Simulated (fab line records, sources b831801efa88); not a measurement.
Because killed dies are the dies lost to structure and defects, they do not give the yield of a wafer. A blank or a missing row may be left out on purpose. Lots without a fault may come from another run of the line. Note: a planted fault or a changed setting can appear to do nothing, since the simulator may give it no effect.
What tool caused it? || flow gf180mcu || 36 wafers from 12 lots sampled at 2 of the route's 602 steps

WHAT EACH GAUGE READ, for each wafer
GF_HV_LDD_CD_MEAS_19 targets a cd of 400 nm.
{"lot": "L075", "measured": "day 11 02:45", "on": "cd sem-01", "cd nm (nm)": "402.5 402.7 403.3"}
{"lot": "L077", "measured": "day 11 16:09", "on": "cd sem-01", "cd nm (nm)": "402.5 401.1 403.1"}
{"lot": "L079", "measured": "day 12 08:10", "on": "cd sem-01", "cd nm (nm)": "398.1 400.1 399.5"}
{"lot": "L081", "measured": "day 13 01:13", "on": "cd sem-02", "cd nm (nm)": "398.5 397.7 397.7"}
{"lot": "L083", "measured": "day 13 18:05", "on": "cd sem-01", "cd nm (nm)": "399.4 397.8 396.1"}
{"lot": "L085", "measured": "day 14 06:57", "on": "cd sem-02", "cd nm (nm)": "401.9 402.5 402.2"}
{"lot": "L087", "measured": "day 14 17:34", "on": "cd sem-01", "cd nm (nm)": "398.2 396.9 398.8"}
{"lot": "L089", "measured": "day 15 14:36", "on": "cd sem-02", "cd nm (nm)": "402.6 402.4 402.9"}
{"lot": "L091", "measured": "day 16 03:41", "on": "cd sem-02", "cd nm (nm)": "401.0 401.0 401.0"}
{"lot": "L093", "measured": "day 16 16:42", "on": "cd sem-02", "cd nm (nm)": "401.2 397.8 399.7"}
{"lot": "L095", "measured": "day 17 09:30", "on": "cd sem-02", "cd nm (nm)": "398.8 399.2 398.5"}
{"lot": "L097", "measured": "day 17 23:52", "on": "cd sem-02", "cd nm (nm)": "399.9 400.1 399.6"}

TOOL THAT RAN EACH LOT (tool first, then ch and the chambers of the sampled wafers, then the start)
{"lot": "L075", "GF_STI_ETCH_13": "rie diel-01 ch 1,2,3, day 2 06:05"}
{"lot": "L077", "GF_STI_ETCH_13": "rie diel-01 ch 0,2,3, day 2 17:32"}
{"lot": "L079", "GF_STI_ETCH_13": "rie diel-04 ch 0,2,3, day 3 04:15"}
{"lot": "L081", "GF_STI_ETCH_13": "rie diel-02 ch 0,2,3, day 3 15:06"}
{"lot": "L083", "GF_STI_ETCH_13": "rie diel-01 ch 0,1,3, day 3 23:48"}
{"lot": "L085", "GF_STI_ETCH_13": "rie diel-04 ch 0,2,3, day 4 09:09"}
{"lot": "L087", "GF_STI_ETCH_13": "rie diel-01 ch 0,2, day 4 20:23"}
{"lot": "L089", "GF_STI_ETCH_13": "rie diel-01 ch 0,2,3, day 5 06:57"}
{"lot": "L091", "GF_STI_ETCH_13": "rie diel-02 ch 2,3, day 5 16:35"}
{"lot": "L093", "GF_STI_ETCH_13": "rie diel-02 ch 2,3, day 6 04:27"}
{"lot": "L095", "GF_STI_ETCH_13": "rie diel-01 ch 0,1,3, day 6 15:45"}
{"lot": "L097", "GF_STI_ETCH_13": "rie diel-01 ch 0,1,2, day 7 01:29"}
- GF_STI_ETCH_13: etches the open film in CHF3/O2, stops on Si, target depth 282.31 nm, time 112.9 s.

THE ANSWER, worked out from the rows above alone
Rule: what is usual is taken from the lots themselves. The widest of any qualifying gaps counts: lots, ordered by their means at a reading, are off when they make up no more than a third of the lots, leave a main group of 4 or more, and stand apart from it by 3 or more times the standard deviation of that group's means. A main group whose means are all the same, to the digits that the tables above print for the reading, isn't used. A lot without any number at a reading at which 4 lots or more have one is off too. Any other lot the step has rows for is counted as sound.
None of the lots is off at any reading shown; this tells nothing.

WHAT THE SIMULATOR HAD PUT IN
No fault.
